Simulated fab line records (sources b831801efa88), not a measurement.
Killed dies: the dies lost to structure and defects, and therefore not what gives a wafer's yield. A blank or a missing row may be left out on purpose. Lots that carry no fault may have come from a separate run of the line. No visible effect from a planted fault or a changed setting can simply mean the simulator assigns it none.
The tool behind it: which one? / flow sky130 / 34 wafers from 12 lots sampled at 5 of the route's 708 steps

## WHAT EACH GAUGE READ, for each wafer
SKY_METAL3_OVL_MEAS_14.
lot=L177; measured=day 38 07:31; on=overlay-01; METAL3_OVL (nm)=-19 -14 -11
lot=L179; measured=day 39 08:44; on=overlay-02; METAL3_OVL (nm)=-2 -12 -6
lot=L180; measured=day 39 10:07; on=overlay-02; METAL3_OVL (nm)=-5 2 4
lot=L182; measured=day 40 03:47; on=overlay-01; METAL3_OVL (nm)=2 -9 -6
lot=L183; measured=day 40 14:26; on=overlay-01; METAL3_OVL (nm)=-4 -2 -4
lot=L184; measured=day 40 20:56; on=overlay-02; METAL3_OVL (nm)=-13 -3 -9
lot=L186; measured=day 41 06:38; on=overlay-01; METAL3_OVL (nm)=-7 -3 -9
lot=L187; measured=day 41 16:28; on=overlay-01; METAL3_OVL (nm)=0 0 -6
lot=L188; measured=day 42 00:16; on=overlay-01; METAL3_OVL (nm)=-4 -8 -4
lot=L189; measured=day 42 08:37; on=overlay-02; METAL3_OVL (nm)=-16 -14 -5
lot=L193; measured=day 43 04:23; on=overlay-01; METAL3_OVL (nm)=-9 -7
lot=L195; measured=day 43 17:52; on=overlay-02; METAL3_OVL (nm)=-9 2

SKY_CAP2M_THK_MEAS_01.
lot=L177; measured=day 39 11:44; on=film_metro-01; CAP2M_CVD_00_THK (nm)=15.25 15.55 15.36
lot=L179; measured=day 40 12:59; on=film_metro-02; CAP2M_CVD_00_THK (nm)=15.19 15.42 15.34
lot=L180; measured=day 40 14:03; on=film_metro-02; CAP2M_CVD_00_THK (nm)=15.31 15.38 15.58
lot=L182; measured=day 41 06:42; on=film_metro-02; CAP2M_CVD_00_THK (nm)=15.48 15.53 15.54
lot=L183; measured=day 41 17:49; on=film_metro-02; CAP2M_CVD_00_THK (nm)=15.32 15.43 15.36
lot=L184; measured=day 42 00:24; on=film_metro-02; CAP2M_CVD_00_THK (nm)=15.74 15.34 15.68
lot=L186; measured=day 42 10:03; on=film_metro-01; CAP2M_CVD_00_THK (nm)=15.45 15.31 15.25
lot=L187; measured=day 42 19:25; on=film_metro-03; CAP2M_CVD_00_THK (nm)=15.40 15.27 15.60
lot=L188; measured=day 43 02:17; on=film_metro-01; CAP2M_CVD_00_THK (nm)=15.13 15.25 15.49
lot=L189; measured=day 43 11:22; on=film_metro-03; CAP2M_CVD_00_THK (nm)=15.22 15.46 15.70
lot=L193; measured=day 44 06:44; on=film_metro-02; CAP2M_CVD_00_THK (nm)=13.46 15.47
lot=L195; measured=day 44 19:36; on=film_metro-01; CAP2M_CVD_00_THK (nm)=13.81 15.64

SKY_CAP2M_OVL_MEAS_12.
lot=L177; measured=day 40 12:32; on=overlay-02; CAP2M_OVL (nm)=1.8 -2.1 -0.4
lot=L179; measured=day 41 13:10; on=overlay-02; CAP2M_OVL (nm)=-2.2 -1.4 -1.5
lot=L180; measured=day 41 14:25; on=overlay-01; CAP2M_OVL (nm)=-2.1 -0.4 -2.2
lot=L182; measured=day 42 05:52; on=overlay-01; CAP2M_OVL (nm)=-0.8 -0.9 0.6
lot=L183; measured=day 42 17:10; on=overlay-01; CAP2M_OVL (nm)=0.6 -0.6 -1.4
lot=L184; measured=day 42 23:52; on=overlay-01; CAP2M_OVL (nm)=-2.1 -2.1 -1.9
lot=L186; measured=day 43 09:14; on=overlay-02; CAP2M_OVL (nm)=-2.9 -2.9 0.5
lot=L187; measured=day 43 18:23; on=overlay-02; CAP2M_OVL (nm)=-4.3 -2.6 -3.0
lot=L188; measured=day 44 01:10; on=overlay-02; CAP2M_OVL (nm)=-2.2 -3.1 -3.5
lot=L189; measured=day 44 09:01; on=overlay-01; CAP2M_OVL (nm)=-0.6 1.2 -0.7
lot=L193; measured=day 45 04:26; on=overlay-02; CAP2M_OVL (nm)=-1.9 -1.0
lot=L195; measured=day 45 17:05; on=overlay-01; CAP2M_OVL (nm)=0.6 0.0

## WHAT TOOL EACH LOT RAN ON (gives the tool, then ch and the chambers of the sampled wafers, and finally the start)
lot=L177; SKY_CAP2M_CVD_00=pecvd-04 ch 0,1, day 39 11:41; SKY_CAP2M_SPUTTER_02=pvd_sputter-04, day 39 11:47
lot=L179; SKY_CAP2M_CVD_00=pecvd-02 ch 0,2, day 40 12:57; SKY_CAP2M_SPUTTER_02=pvd_sputter-02, day 40 13:02
lot=L180; SKY_CAP2M_CVD_00=pecvd-04 ch 0,1, day 40 14:01; SKY_CAP2M_SPUTTER_02=pvd_sputter-03, day 40 14:07
lot=L182; SKY_CAP2M_CVD_00=pecvd-02 ch 1,2, day 41 06:41; SKY_CAP2M_SPUTTER_02=pvd_sputter-03, day 41 06:46
lot=L183; SKY_CAP2M_CVD_00=pecvd-04 ch 0,1, day 41 17:47; SKY_CAP2M_SPUTTER_02=pvd_sputter-04, day 41 17:52
lot=L184; SKY_CAP2M_CVD_00=pecvd-03 ch 0,1, day 42 00:23; SKY_CAP2M_SPUTTER_02=pvd_sputter-02, day 42 00:28
lot=L186; SKY_CAP2M_CVD_00=pecvd-03 ch 0,1,2, day 42 10:02; SKY_CAP2M_SPUTTER_02=pvd_sputter-04, day 42 10:07
lot=L187; SKY_CAP2M_CVD_00=pecvd-03 ch 0,2, day 42 19:23; SKY_CAP2M_SPUTTER_02=pvd_sputter-04, day 42 19:28
lot=L188; SKY_CAP2M_CVD_00=pecvd-04 ch 0,1, day 43 02:14; SKY_CAP2M_SPUTTER_02=pvd_sputter-02, day 43 02:20
lot=L189; SKY_CAP2M_CVD_00=pecvd-02 ch 0,2, day 43 11:19; SKY_CAP2M_SPUTTER_02=pvd_sputter-03, day 43 11:25
lot=L193; SKY_CAP2M_CVD_00=pecvd-04 ch 1, day 44 06:42; SKY_CAP2M_SPUTTER_02=pvd_sputter-04, day 44 06:47
lot=L195; SKY_CAP2M_CVD_00=pecvd-04 ch 1, day 44 19:33; SKY_CAP2M_SPUTTER_02=pvd_sputter-04, day 44 19:38
- SKY_CAP2M_CVD_00: deposits SiO2, target thk 15.5 nm.
- SKY_CAP2M_SPUTTER_02: material TiN, target thk 200 nm, time 166.7 s.

## AS READ BY THE TOOLS THEMSELVES (means over the sampled wafers that have a number; for cases with no such wafer, the mark the record gives instead)
SKY_CAP2M_CVD_00.
lot=L177; tool=pecvd-04; heater_power_w (W)=733
lot=L179; tool=pecvd-02; heater_power_w (W)=608
lot=L180; tool=pecvd-04; heater_power_w (W)=707
lot=L182; tool=pecvd-02; heater_power_w (W)=691
lot=L183; tool=pecvd-04; heater_power_w (W)=800
lot=L184; tool=pecvd-03; heater_power_w (W)=749
lot=L186; tool=pecvd-03; heater_power_w (W)=788
lot=L187; tool=pecvd-03; heater_power_w (W)=664
lot=L188; tool=pecvd-04; heater_power_w (W)=750
lot=L189; tool=pecvd-02; heater_power_w (W)=593
lot=L193; tool=pecvd-04; heater_power_w (W)=765
lot=L195; tool=pecvd-04; heater_power_w (W)=710

SKY_CAP2M_SPUTTER_02.
lot=L177; tool=pvd_sputter-04; throttle_valve_pct (%)=29.8
lot=L179; tool=pvd_sputter-02; throttle_valve_pct (%)=30.4
lot=L180; tool=pvd_sputter-03; throttle_valve_pct (%)=29.6
lot=L182; tool=pvd_sputter-03; throttle_valve_pct (%)=28.9
lot=L183; tool=pvd_sputter-04; throttle_valve_pct (%)=29.9
lot=L184; tool=pvd_sputter-02; throttle_valve_pct (%)=30.4
lot=L186; tool=pvd_sputter-04; throttle_valve_pct (%)=29.7
lot=L187; tool=pvd_sputter-04; throttle_valve_pct (%)=29.3
lot=L188; tool=pvd_sputter-02; throttle_valve_pct (%)=30.1
lot=L189; tool=pvd_sputter-03; throttle_valve_pct (%)=29.5
lot=L193; tool=pvd_sputter-04; throttle_valve_pct (%)=29.1
lot=L195; tool=pvd_sputter-04; throttle_valve_pct (%)=29.1

## THE ANSWER, worked out from the rows above alone
Rule: the lots themselves supply what counts as usual. The widest of any qualifying gaps counts: lots, ordered by their means at a reading, are off when they make up no more than a third of the lots, leave a main group of 4 or more, and stand apart from it by 3 or more times the standard deviation of that group's means. A main group whose means are all the same, to the digits that the tables above print for the reading, isn't used. A lot without any number at a reading at which 4 lots or more have one is off too. All remaining lots with rows at the step are treated as sound. First the gauges in route order, then the tools' own readings, where a lot's mean is used as printed above. At the first step where some lot is off, the reading lying furthest off is the one used; lots without a number count as furthest.
Off: L193, L195, seen at SKY_CAP2M_THK_MEAS_01 (CAP2M_CVD_00_THK). Mean 15.41 nm and standard deviation 0.087 in the main group.
A tool fits if, at a process step before that reading, it ran every lot that is off, and no sound lot after the first of them. Those tools and the gauges at SKY_CAP2M_THK_MEAS_01 are tried in the same way. One fits: pecvd-04 at SKY_CAP2M_CVD_00. Its last sound lot is L188 (day 43 02:14), its first lot that is off L193 (day 44 06:42): a fault that began between those two fits.

## WHAT WAS PUT IN BY THE SIMULATOR
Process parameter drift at SKY_CAP2M_CVD_00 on pecvd-04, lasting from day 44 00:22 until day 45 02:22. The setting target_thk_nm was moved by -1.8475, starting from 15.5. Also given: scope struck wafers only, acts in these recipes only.
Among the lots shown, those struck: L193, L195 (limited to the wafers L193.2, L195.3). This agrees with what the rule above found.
